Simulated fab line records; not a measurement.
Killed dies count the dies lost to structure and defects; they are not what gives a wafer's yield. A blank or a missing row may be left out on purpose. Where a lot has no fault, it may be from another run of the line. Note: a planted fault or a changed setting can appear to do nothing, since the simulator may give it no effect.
Struck lot and sound lot, side by side -- flow gf180mcu -- 14 out of 602 route steps
Sound: the wafers L954.1, L954.3, L954.4. Struck: wafer L964.2 (L964.4, L964.6, from the same lot, were not struck and are left out); the cause is given at the end.
Order at every step that has rows: each side's tool, ch and its chambers, its first start. Under that, the readings that differ: sound wafers -- struck wafers -- difference of the means -- sigmas: that difference in standard deviations of wafers without a fault.
alike: readings with means less than 2 such deviations apart, plus words and numbers identical on both sides. not compared: withheld readings, readings lacking a value on some wafer, bounds such as >300 that could conceal the same value, and numbers that have no deviation in the record and whose values overlap.
A row with sigmas, a row that says differs or no value, or rows on one side alone: a step with any of these is where the two part. When numbers do not overlap yet have no deviation, they are printed without sigmas and do not part them. A reading missing from all wafers of one side parts the sides only when that side holds two or more wafers.

GF_V1_OVL_MEAS_15:
  sound on overlay-02 at day 21 02:25; struck on overlay-02 at day 24 08:37
  alike: V1_OVL
GF_V1_ETCH_16: etches BARC in N2/H2.
  sound on rie_diel-04 ch 1,2,3, day 21 02:28; struck on rie_diel-04 ch 2, day 24 08:38
  alike: drypump_motor_current_A, oes_product_au, throttle_valve_pct
then, 1 step without rows for these wafers: GF_V1_ETCH_17 (etches SiO2 in C4F8/O2/Ar, stops on TiN, target depth 630 nm).
GF_V1_STRIP_18: strips in O2/N2.
  sound on plasma_asher-02 ch 0,1, day 21 02:35; struck on plasma_asher-02 ch 0, day 24 08:46
  alike: drypump_motor_current_A, heater_power_w, oes_product_au
  not compared: rf_hours_counter_h
then, 3 steps without rows for these wafers: GF_V1_STRIP_19 (strips in post etch residue remover, time 1200 s); GF_V1_CLEAN_20 (cleans in DIW); GF_V1_SPUTTER_21 (material Ti, target thk 15 nm, time 80.02 s).
GF_V1_SPUTTER_22: material TiN, target thk 10 nm, time 40 s.
  sound on pvd_sputter-02 at day 21 03:13; struck on pvd_sputter-01 at day 24 09:22
  alike: throttle_valve_pct
GF_V1_CVD_23: deposits W, target thk 350 nm, time 105.05 s.
  sound on cvd_w-02 ch 0,1, day 21 03:16; struck on cvd_w-01 ch 1, day 24 09:25
  alike: heater_power_w
GF_V1_RS_MEAS_24: the measuring method here is four-point-probe.
  sound on film_metro-02 at day 21 03:22; struck on film_metro-02 at day 24 09:32
  alike: V1_W_RS
GF_V1_THK_MEAS_25: measures by xrf.
  sound on film_metro-02 at day 21 03:29; struck on film_metro-02 at day 24 09:39
  alike: V1_W_THK
then, 1 step without rows for these wafers: GF_V1_CMP_26 (polishes, stops on SiO2, t overpolish 15 s, target thk 0 nm).
GF_M2_SPUTTER_00: material Ti, target thk 37.5 nm, time 150 s.
  sound on pvd_sputter-03 at day 21 03:51; struck on pvd_sputter-04 at day 24 10:00
reading,sound,struck,difference,sigmas
model.Ti_of_M2_SPUTTER_00.thk_nm (nm),37.26 37.03 37.18,48.98,+11.82,
  alike: substrate_temp_c, throttle_valve_pct
GF_M2_SPUTTER_01: material TiN, target thk 30 nm, time 25 s.
  sound on pvd_sputter-03 at day 21 03:57; struck on pvd_sputter-04 at day 24 10:06
  alike: throttle_valve_pct

WHERE THEY PART
Nowhere in this record.

WHY: whatever the simulator had introduced
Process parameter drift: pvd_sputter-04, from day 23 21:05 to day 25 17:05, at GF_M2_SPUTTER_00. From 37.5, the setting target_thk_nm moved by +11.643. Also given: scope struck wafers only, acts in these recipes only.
